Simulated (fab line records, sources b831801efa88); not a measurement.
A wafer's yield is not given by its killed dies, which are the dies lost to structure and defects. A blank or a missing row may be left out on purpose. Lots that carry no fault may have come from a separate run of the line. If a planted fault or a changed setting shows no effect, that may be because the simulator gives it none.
Which of the tools did it?    flow gf180mcu    13 lots, 37 wafers sampled, at 4 steps of a route of 602

WHAT THE GAUGES SHOWED, per wafer
GF_TOP_METAL_CD_MEAS_14: the cd target is 440 nm. Usual: cd nm at 440.2 nm, with a standard deviation of 2.2.
lot   measured      on         cd nm (nm)         flag
L521  day 28 03:59  cd sem-01  443.8 440.9 443.4  
L523  day 28 17:49  cd sem-02  436.5 436.1 437.9  
L524  day 29 04:01  cd sem-01  441.3 442.2 441.4  
L525  day 29 18:51  cd sem-01  440.5 441.6 440.0  
L526  day 29 20:29  cd sem-01  442.3 444.2 443.4  
L527  day 30 05:48  cd sem-02  442.0 442.1 441.9  
L528  day 30 07:47  cd sem-01  438.9 438.3 435.9  
L529  day 30 16:14  cd sem-02  438.8 437.4 438.8  
L535  day 32 09:52  cd sem-02  440.7              
L536  day 32 19:21  cd sem-02  440.9 442.6 442.4  
L537  day 33 00:17  cd sem-02  437.8 438.7 437.3  
L540  day 33 10:13  cd sem-02  439.3 440.4 440.3  
L544  day 34 10:25  cd sem-02  441.0 440.4 439.4  

TOOL THAT RAN EACH LOT (tool first, then ch and the chambers of the sampled wafers, then the start)
lot   GF_M5_METAL_ETCH_10                GF_TOP_METAL_SPUTTER_00       GF_TOP_METAL_SPUTTER_04
L521  rie metal-04 ch 0,1, day 26 08:35  pvd sputter-01, day 27 07:50  pvd sputter-01, day 27 08:02
L523  rie metal-04 ch 0,1, day 26 23:48  pvd sputter-03, day 27 22:03  pvd sputter-03, day 27 22:15
L524  rie metal-02 ch 1, day 27 10:36    pvd sputter-02, day 28 09:01  pvd sputter-02, day 28 09:13
L525  rie metal-02 ch 0,1, day 28 00:52  pvd sputter-02, day 28 23:30  pvd sputter-02, day 28 23:41
L526  rie metal-02 ch 0,1, day 28 02:17  pvd sputter-02, day 29 01:28  pvd sputter-02, day 29 01:40
L527  rie metal-02 ch 0,1, day 28 12:39  pvd sputter-01, day 29 10:51  pvd sputter-01, day 29 11:03
L528  rie metal-04 ch 0,1, day 28 15:23  pvd sputter-03, day 29 13:14  pvd sputter-03, day 29 13:26
L529  rie metal-04 ch 0,1, day 28 23:18  pvd sputter-01, day 29 21:17  pvd sputter-01, day 29 21:28
L535  rie metal-02 ch 0, day 30 20:36    pvd sputter-02, day 31 16:47  pvd sputter-02, day 31 16:57
L536  rie metal-02 ch 0,1, day 31 04:40  pvd sputter-03, day 32 04:31  pvd sputter-03, day 32 04:43
L537  rie metal-04 ch 0,1, day 31 11:24  pvd sputter-01, day 32 07:59  pvd sputter-01, day 32 08:10
L540  rie metal-03 ch 0,1, day 31 22:51  pvd sputter-01, day 32 17:34  pvd sputter-01, day 32 17:45
L544  rie metal-02 ch 0,1, day 33 00:11  pvd sputter-01, day 33 18:52  pvd sputter-01, day 33 19:04
- GF_M5_METAL_ETCH_10: etches the open film in Cl2/BCl3, stops on SiO2, target depth 627.5 nm, time 104.6 s.
- GF_TOP_METAL_SPUTTER_00: material Ti, target thk 37.5 nm, time 150 s.
- GF_TOP_METAL_SPUTTER_04: material TiN, target thk 25 nm, time 20.8 s.

AS READ BY THE TOOLS THEMSELVES (means over the sampled wafers that have a number; for cases with no such wafer, the mark the record gives instead)
GF_M5_METAL_ETCH_10. Usual: bcl3 flow sccm 40.00 sccm, standard deviation 0.11; drypump motor current A 5.89 A, standard deviation 0.18; oes product au 0.970 a.u., standard deviation 0.0065; throttle valve pct 28.252 %, standard deviation 0.01.
lot   tool          bcl3 flow sccm (sccm)  drypump motor current A (A)  oes product au (a.u.)  throttle valve pct (%)  flag
L521  rie metal-04  40.02                  6.04                         0.970                  28.247                  
L523  rie metal-04  40.04                  6.01                         0.970                  28.241                  
L524  rie metal-02  40.11                  5.58                         0.971                  28.256                  
L525  rie metal-02  39.99                  5.72                         0.970                  28.252                  
L526  rie metal-02  40.01                  5.66                         0.971                  28.255                  
L527  rie metal-02  39.87                  5.67                         0.968                  28.246                  
L528  rie metal-04  40.12                  6.03                         0.968                  28.255                  
L529  rie metal-04  40.00                  6.04                         0.965                  28.253                  
L535  rie metal-02  40.11                  5.85                         0.976                  28.260                  
L536  rie metal-02  39.98                  5.65                         0.967                  28.247                  
L537  rie metal-04  39.91                  6.05                         0.962                  28.261                  
L540  rie metal-03  40.15                  5.98                         0.973                  28.245                  
L544  rie metal-02  40.02                  5.73                         0.972                  28.253                  

GF_TOP_METAL_SPUTTER_00. Usual: throttle valve pct at 30.0 %, with a standard deviation of 0.68.
lot   tool            throttle valve pct (%)  flag
L521  pvd sputter-01  30.0                    
L523  pvd sputter-03  29.7                    
L524  pvd sputter-02  30.1                    
L525  pvd sputter-02  30.2                    
L526  pvd sputter-02  29.9                    
L527  pvd sputter-01  29.3                    
L528  pvd sputter-03  30.0                    
L529  pvd sputter-01  29.4                    
L535  pvd sputter-02  29.6                    
L536  pvd sputter-03  30.1                    
L537  pvd sputter-01  30.0                    
L540  pvd sputter-01  29.8                    
L544  pvd sputter-01  29.4                    

GF_TOP_METAL_SPUTTER_04. Usual: throttle valve pct at 30.0 %, with a standard deviation of 0.66.
lot   tool            throttle valve pct (%)  flag
L521  pvd sputter-01  29.9                    
L523  pvd sputter-03  29.7                    
L524  pvd sputter-02  30.2                    
L525  pvd sputter-02  30.4                    
L526  pvd sputter-02  30.0                    
L527  pvd sputter-01  29.5                    
L528  pvd sputter-03  30.0                    
L529  pvd sputter-01  29.4                    
L535  pvd sputter-02  29.9                    
L536  pvd sputter-03  30.2                    
L537  pvd sputter-01  30.0                    
L540  pvd sputter-01  29.9                    
L544  pvd sputter-01  29.4                    

THE ANSWER, worked out from the rows above alone
Rule: a lot counts as off when the mean over its wafers that have a number is more than 3 standard deviations away from the usual mean. Also off: a lot with no number at a reading for which 4 or more lots have one. Any other lot the step has rows for is counted as sound. Order of review: gauges by route order, followed by the tools' own readings, for which a lot's mean as printed above is used. At the first step where some lot is off, the reading lying furthest off is the one used; lots without a number count as furthest.
No lot is off at any reading shown: from this, nothing can be told.

WHAT THE SIMULATOR PUT IN
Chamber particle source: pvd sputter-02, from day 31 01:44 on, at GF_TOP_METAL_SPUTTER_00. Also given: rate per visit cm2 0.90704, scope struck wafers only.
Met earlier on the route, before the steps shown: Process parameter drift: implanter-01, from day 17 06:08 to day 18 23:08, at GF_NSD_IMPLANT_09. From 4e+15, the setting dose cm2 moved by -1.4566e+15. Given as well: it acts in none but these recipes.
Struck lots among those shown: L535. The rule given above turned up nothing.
